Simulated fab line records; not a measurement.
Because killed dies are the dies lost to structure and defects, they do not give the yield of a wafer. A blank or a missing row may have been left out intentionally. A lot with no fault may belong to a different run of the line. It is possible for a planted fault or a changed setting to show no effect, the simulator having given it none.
fab line records	flow sfq-line
record: lots: 5	wafers: 14	last-day: 94
route steps=325 shown M1@66 I1@73
lots with no fault: from the same line, run without faults
start-h: hours from the record's first day to the start of the lot's first wafer shown	wait-h: how many hours have passed since the lot's step before this one	" repeats the value in the row above	L1.1+2: a row that stands for several wafers	- either no value or no given start	* or withheld: withheld	< > ~ a bound
route shown NAME@n: names a module that has steps shown in the file, with the first one's number in the route	usual: average and standard deviation across the fault-free wafers	same: alike in all rows	chamber/n: place in a boat	sites: each site's reading	_std_site: their standard deviation	_edge_site: outer sites' mean less inner sites'	radius-mm: for every site, how far away it sits from the centre of the wafer	mask NAME#n: copy n	behind: tool/chamber where the wafer was last shaped	hold: cause of the lot's hold/its duration in hours/its outcome	device: names the non-switching transistor (n, p or np)	end of line: tests of these same wafers at the route's end	a step with no rows: only its recipe	killed: at the first sort, the dies lost to defects and structure; wafer yield is something else	map: dies across one wafer; x = killed, . = not, _ = none there
set.NAME: the setting that was run; set.NAME@STEP: the one run at that earlier step	model.NAME: the simulator's own value behind a step, which no gauge read
certain route steps with their lots: each step a table, each wafer a row
services: a tool's chamber out of use, with start hour (start-h, from the record's first day; less than 0 if before it), hours out, and reason
== steps ==
step: SFQ_TRILAYER_M1_LITHO_PEB_042
recipe: peb-temp-c: 115	peb-time-s: 60	resist: KrF
step: SFQ_TRILAYER_M1_LITHO_DEVELOP_041
recipe: time-s: 60	resist: KrF
step: SFQ_M1_OVL_MEAS_911
usual: M1_OVL: 1/4.9
lot.wafer	tool	chamber	start-h	wait-h	M1_OVL[nm]
L376.1	overlay-02	-	322.70	0.1	7
L376.3	"	-	"	"	7
L376.6	"	-	"	"	6
L382.4	overlay-01	-	365.92	0.1	1
L382.6	"	-	"	"	7
L392.1	overlay-02	-	436.13	0.1	-2
L392.4	"	-	"	"	5
L392.6	"	-	"	"	1
L394.4	overlay-02	-	445.75	0.1	2
L394.5	"	-	"	"	-5
L394.6	"	-	"	"	4
L395.3	overlay-01	-	457.75	0.1	4
L395.5	"	-	"	"	-1
L395.6	"	-	"	"	2
step: SFQ_TRILAYER_M1_BARC_OPEN_METAL_ETCH_054
recipe: mask-material: PR	chemistry: O2	target-depth-nm: 125	target: BARC	icp-w: 600	bias-w: 80	pressure-mtorr: 10	time-s: 41.7
usual: drypump-motor-current-A: 5.8/0.44	oes-product-au: 0.686/0.0045
lot.wafer	tool	chamber	start-h	wait-h	drypump-motor-current-A	oes-product-au	rf-hours-counter-h
L376.1	rie-metal-01	0	322.74	0.0	5.0	0.684	118
L376.3	"	1	"	"	5.6	0.679	-
L376.6	"	1	"	"	5.6	0.684	-
L382.4	rie-metal-04	1	365.96	0.0	5.7	0.683	-
L382.6	"	1	"	"	5.7	0.677	-
L392.1	rie-metal-01	1	436.17	0.0	5.6	0.687	40
L392.4	"	0	"	"	5.0	0.684	-
L392.6	"	1	"	"	5.6	0.681	-
L394.4	rie-metal-02	0	445.79	0.0	6.3	0.688	-
L394.5	"	1	"	"	5.9	0.688	-
L394.6	"	0	"	"	6.3	0.685	-
L395.3	rie-metal-04	0	457.80	0.0	6.1	0.684	-
L395.5	"	0	"	"	6.1	0.682	-
L395.6	"	1	"	"	5.7	0.684	-
step: SFQ_TRILAYER_M1_ETCH_METAL_ETCH_042
recipe: target: Nb	stop-on: SiO2	mask-material: PR	chemistry: Cl2/Ar	target-depth-nm: 240	icp-w: 600	bias-w: 80	pressure-mtorr: 10	time-s: 120
step: SFQ_TRILAYER_M1_STRIP_STRIP_043
recipe: gas: O2	power-w: 200	platen-temp-c: 40	overash-fraction: 0.65	chemistry: O2	pressure-mtorr: 50
usual: drypump-motor-current-A: 5.8/0.45	oes-product-au: 1.001/0.013	platen-temp-c: 40.00/0.11
lot.wafer	tool	chamber	start-h	wait-h	drypump-motor-current-A	oes-product-au	platen-temp-c	rf-hours-counter-h
L376.1	rie-metal-01	0	322.92	0.1	5.0	0.999	40.01	118
L376.3	"	1	"	"	5.6	0.994	39.85	-
L376.6	"	1	"	"	5.6	0.999	40.04	-
L382.4	rie-metal-04	1	366.32	0.2	5.7	1.026	39.99	-
L382.6	"	1	"	"	5.7	1.031	39.87	-
L392.1	rie-metal-01	1	436.35	0.1	5.6	1.000	40.09	40
L392.4	"	0	"	"	5.0	1.001	40.14	-
L392.6	"	1	"	"	5.6	0.995	39.92	-
L394.4	rie-metal-02	0	446.15	0.2	6.3	0.974	40.21	-
L394.5	"	1	"	"	5.9	1.001	40.11	-
L394.6	"	0	"	"	6.3	0.991	40.03	-
L395.3	rie-metal-04	0	458.28	0.3	6.2	0.990	40.30	-
L395.5	"	0	"	"	6.2	0.994	40.05	-
L395.6	"	1	"	"	5.7	1.028	40.13	-
step: SFQ_TRILAYER_M1_STRIP_SOLV_CLEAN_044
recipe: chemistry: NMP	temp-c: 70	time-s: 600
step: SFQ_TRILAYER_I1_DEP_PECVD_045
recipe: material: SiO2	temp-c: 150	time-s: 111.11	pressure-torr: 2.4	rf-w: 183.3	precursor: SiH4/N2O	target-thk-nm: 500
usual: heater-power-w: 89/16	throttle-valve-pct: 25.5/1.2
lot.wafer	tool	chamber	start-h	wait-h	heater-power-w	since-wet-clean-h	throttle-valve-pct
L376.1	pecvd-03	2	323.87	0.0	85	485	24.8
L376.3	"	0	"	"	109	485	26.0
L376.6	"	0	"	"	108	-	25.5
L382.4	pecvd-03	0	366.99	0.0	101	-	25.5
L382.6	"	1	"	"	96	-	24.5
L392.1	pecvd-03	1	437.13	0.0	95	598	24.6
L392.4	"	2	"	"	84	-	24.8
L392.6	"	1	"	"	97	-	24.8
L394.4	pecvd-04	2	446.77	0.0	118	-	23.8
L394.5	"	2	"	"	99	-	23.9
L394.6	"	1	"	"	69	-	25.5
L395.3	pecvd-02	0	458.99	0.0	109	1373	26.6
L395.5	"	2	"	"	92	-	27.6
L395.6	"	0	"	"	111	-	26.9
step: SFQ_TRILAYER_I1_CMP_CMP_046
recipe: material: SiO2	down-force-psi: 3	platen-rpm: 60	pad-velocity-m-s: 0.94248
usual: motor-current-A: 10.2/0.75	time-to-endpoint-s: 207/11
lot.wafer	tool	chamber	start-h	wait-h	motor-current-A	time-to-endpoint-s
L376.3	cmp-02	1	324.95	1.0	9.6	187
L376.1	"	2	"	"	9.5	205
L376.6	"	3	"	"	10.5	191
L382.4	cmp-02	3	368.87	1.8	10.7	198
L382.6	"	3	370.87	3.8	9.9	200
L392.4	cmp-01	0	437.21	0.0	11.6	220
L392.1	"	3	438.71	1.5	9.4	205
L392.6	"	0	"	"	10.6	223
L394.4	cmp-01	0	447.99	1.2	10.7	232
L394.5	"	3	449.49	2.6	9.6	223
L394.6	"	0	"	"	11.0	228
L395.3	cmp-01	0	460.99	2.0	11.3	225
L395.6	"	1	"	"	10.1	214
L395.5	"	2	"	"	10.7	223
step: SFQ_I1_BOW_MEAS_912
recipe: mode: bow
usual: I1_BOW: 2/9.1
lot.wafer	tool	chamber	start-h	wait-h	I1_BOW[um]
L376.1	film-metro-03	-	326.95	1.0	4
L376.3	"	-	"	"	1
L376.6	"	-	"	"	6
L382.4	film-metro-02	-	371.93	2.6	-12
L382.6	"	-	"	"	-12
L392.1	film-metro-01	-	440.21	1.0	7
L392.4	"	-	"	"	13
L392.6	"	-	"	"	8
L394.4	film-metro-01	-	450.55	2.1	7
L394.5	"	-	"	"	0
L394.6	"	-	"	"	-6
L395.3	film-metro-03	-	462.53	1.0	4
L395.5	"	-	"	"	2
L395.6	"	-	"	"	-1
step: SFQ_TRILAYER_I1_METRO_MEASURE_047
usual: thk-nm: 199.0/1.4
lot.wafer	tool	chamber	start-h	wait-h	thk-nm
L376.1	film-metro-03	-	327.07	0.1	199.2
L376.3	"	-	"	"	198.4
L376.6	"	-	"	"	197.8
L382.4	film-metro-02	-	372.59	0.6	198.5
L382.6	"	-	"	"	197.7
L392.1	film-metro-01	-	440.33	0.1	198.9
L392.4	"	-	"	"	199.8
L392.6	"	-	"	"	199.9
L394.4	film-metro-01	-	451.21	0.6	200.8
L394.5	"	-	"	"	199.1
L394.6	"	-	"	"	200.8
L395.3	film-metro-03	-	463.01	0.5	200.4
L395.5	"	-	"	"	199.3
L395.6	"	-	"	"	199.3
step: SFQ_TRILAYER_I1_VIA_LITHO_COAT_054
recipe: resist: BARC	spin-rpm: 3000	resist-thk-nm: 62
step: SFQ_TRILAYER_I1_VIA_LITHO_COAT_049
recipe: resist: KrF	spin-rpm: 3000	resist-thk-nm: 650
usual: resist-line-temp-C: 23.01/0.1
lot.wafer	tool	chamber	start-h	wait-h	resist-line-temp-C	model.KrF_of_TRILAYER_I1_VIA_LITHO_COAT_049.thk-nm
L376.1	litho-track-01	0	328.57	0.2	23.18	654.6
L376.3	"	0	"	"	23.23	652.5
L376.6	"	0	"	"	23.17	653.6
L382.4	litho-track-03	0	373.66	0.2	22.94	650.4
L382.6	"	0	"	"	22.90	785.2
L392.1	litho-track-03	0	441.83	0.2	23.13	647.3
L392.4	"	0	"	"	23.12	648.7
L392.6	"	0	"	"	22.98	649.2
L394.4	litho-track-01	0	452.26	0.2	22.91	648.9
L394.5	"	0	"	"	23.04	648.6
L394.6	"	0	"	"	23.00	651
L395.3	litho-track-01	0	464.21	0.2	22.99	650.3
L395.5	"	0	"	"	22.94	648.3
L395.6	"	0	"	"	23.14	649.5
step: SFQ_TRILAYER_I1_VIA_LITHO_SOFTBAKE_053
recipe: temp-c: withheld	time-s: withheld	resist: KrF
step: SFQ_TRILAYER_I1_VIA_LITHO_EXPOSE_050
recipe: mask-id: I1	na: 0.6	source-shape: conventional	sigma-outer: 0.65	target-cd-nm: 500	dose-mj: 21.3
step: SFQ_TRILAYER_I1_VIA_LITHO_PEB_052
recipe: peb-temp-c: 115	peb-time-s: 60	resist: KrF
step: SFQ_TRILAYER_I1_VIA_LITHO_DEVELOP_051
recipe: time-s: 60	resist: KrF
step: SFQ_I1_OVL_MEAS_913
usual: I1_OVL: 0/6.1
lot.wafer	tool	chamber	start-h	wait-h	I1_OVL[nm]
L376.1	overlay-02	-	438.53	0.1	5
L376.3	"	-	"	"	3
L376.6	"	-	"	"	12
L382.4	overlay-02	-	488.95	0.1	1
L382.6	"	-	"	"	2
L392.1	overlay-02	-	572.30	0.1	1
L392.4	"	-	"	"	4
L392.6	"	-	"	"	7
L394.4	overlay-01	-	584.44	0.1	-4
L394.5	"	-	"	"	-7
L394.6	"	-	"	"	6
L395.3	overlay-01	-	596.43	0.1	-1
L395.5	"	-	"	"	-1
L395.6	"	-	"	"	14
step: SFQ_TRILAYER_I1_VIA_BARC_OPEN_VIA_ETCH_071
recipe: mask-material: PR	chemistry: O2	target-depth-nm: 125	target: BARC	source-w: 500	bias-w: 80	pressure-mtorr: 30	time-s: 41.7
usual: drypump-motor-current-A: 5.5/0.42	oes-product-au: 0.685/0.0046
lot.wafer	tool	chamber	start-h	wait-h	drypump-motor-current-A	oes-product-au	rf-hours-counter-h	model.I1.cd-nm
L376.1	rie-diel-01	1	438.57	0.0	5.2	0.671	102	500
L376.3	"	3	"	"	5.7	0.694	103	499.1
L376.6	"	1	"	"	5.2	0.689	-	499.8
L382.4	rie-diel-01	2	488.99	0.0	4.8	0.671	-	501.5
L382.6	"	0	"	"	5.4	0.691	-	496.7
L392.1	rie-diel-01	3	572.33	0.0	5.6	0.685	1	498.5
L392.4	"	2	"	"	4.8	0.691	3	501.1
L392.6	"	2	"	"	4.8	0.687	-	500.7
L394.4	rie-diel-04	3	584.46	0.0	6.2	0.680	18	497.1
L394.5	"	0	"	"	5.0	0.681	-	498.5
L394.6	"	3	"	"	6.2	0.693	-	496.5
L395.3	rie-diel-04	1	596.46	0.0	5.6	0.682	33	500.1
L395.5	"	1	"	"	5.6	0.681	-	499.8
L395.6	"	2	"	"	5.5	0.694	-	498.8
step: SFQ_TRILAYER_I1_VIA_ETCH_VIA_ETCH_052
recipe: target: SiO2	stop-on: Nb	mask-material: PR	taper-deg: 20	chemistry: CHF3	target-depth-nm: 260	source-w: 500	bias-w: 80	pressure-mtorr: 30	time-s: withheld
usual: drypump-motor-current-A: 5.5/0.42	oes-product-au: 0.852/0.0057
lot.wafer	tool	chamber	start-h	wait-h	drypump-motor-current-A	oes-product-au	model.KrF_of_TRILAYER_I1_VIA_LITHO_COAT_049.thk-nm	model.I1.cd-nm
L376.1	rie-diel-01	1	438.61	0.0	5.2	0.849	533.9	502
L376.3	"	3	"	"	5.6	0.856	530.9	496.5
L376.6	"	1	"	"	5.2	0.854	533.6	502
L382.4	rie-diel-01	2	489.07	0.1	4.8	0.847	530.4	504.8
L382.6	"	0	"	"	5.4	0.853	660.5	497.9
L392.1	rie-diel-01	3	572.37	0.0	5.7	0.855	525.3	494.5
L392.4	"	2	"	"	4.8	0.853	529.2	502.9
L392.6	"	2	"	"	4.8	0.848	529.6	502.2
L394.4	rie-diel-04	3	584.50	0.0	6.3	0.855	528.6	495.9
L394.5	"	0	"	"	5.0	0.850	525.3	494.3
L394.6	"	3	"	"	6.3	0.853	530.5	496.5
L395.3	rie-diel-04	1	596.50	0.0	5.6	0.853	526.9	500
L395.5	"	1	"	"	5.6	0.855	525.6	500.1
L395.6	"	2	"	"	5.5	0.851	526.1	496.8
step: SFQ_TRILAYER_I1_VIA_STRIP_STRIP_053
recipe: gas: O2	power-w: 200	platen-temp-c: 40	overash-fraction: 0.65	chemistry: O2	pressure-mtorr: 50
== services ==
tool	chamber	start-h	hours	kind
rie-diel-04	3	328.68	15.6	repair
rie-metal-04	1	331.70	15.4	repair
rie-diel-01	1	343.67	5.3	repair
rie-diel-01	-	352.73	28.1	pm
pecvd-03	-	391.98	0.2	repair
rie-diel-04	-	403.28	2.0	repair
rie-diel-01	-	403.54	0.4	repair
cmp-01	-	409.22	4.0	pm
rie-diel-04	3	458.62	1.5	repair
rie-diel-01	-	460.58	0.7	repair
rie-diel-04	2	461.56	15.3	repair
rie-diel-04	0	467.82	12.6	repair
rie-diel-04	2	481.07	8.9	repair
rie-diel-04	3	485.43	4.3	repair
rie-diel-04	-	504.37	4.6	repair
cmp-01	-	510.67	11.8	pm
rie-metal-04	-	513.30	0.9	repair
pecvd-03	-	516.49	1.9	repair
rie-diel-04	0	517.08	4.4	repair
rie-diel-01	-	518.27	4.3	pm
pecvd-03	-	520.46	2.8	pm
cmp-01	-	532.54	0.8	repair
rie-diel-04	-	543.99	0.1	repair
rie-diel-01	3	578.06	5.4	repair
== key ==
first-sign none at tools or gauges
model-effect: step: SFQ_TRILAYER_I1_VIA_LITHO_COAT_049	value: KrF_of_TRILAYER_I1_VIA_LITHO_COAT_049.thk-nm	without: 651.1	struck: 785.2
model-effect: step: SFQ_TRILAYER_I1_VIA_BARC_OPEN_VIA_ETCH_071	value: I1.cd-nm	without: 501.6	struck: 496.7
model-effect: step: SFQ_TRILAYER_I1_VIA_ETCH_VIA_ETCH_052	value: KrF_of_TRILAYER_I1_VIA_LITHO_COAT_049.thk-nm	without: 526.4	struck: 660.5
met-at SFQ_TRILAYER_I1_VIA_LITHO_COAT_049
struck-wafers L382.6
fault: kind: process-parameter-drift	tool: litho-track-03	chamber: -	onset-h: 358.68	steps: SFQ_TRILAYER_I1_VIA_LITHO_COAT_049	channel: resist-thk-nm	offset: 133.89	shape: step	end-h: 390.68	scope: struck-wafers-only	acts-in: these-recipes-only	stated: 650
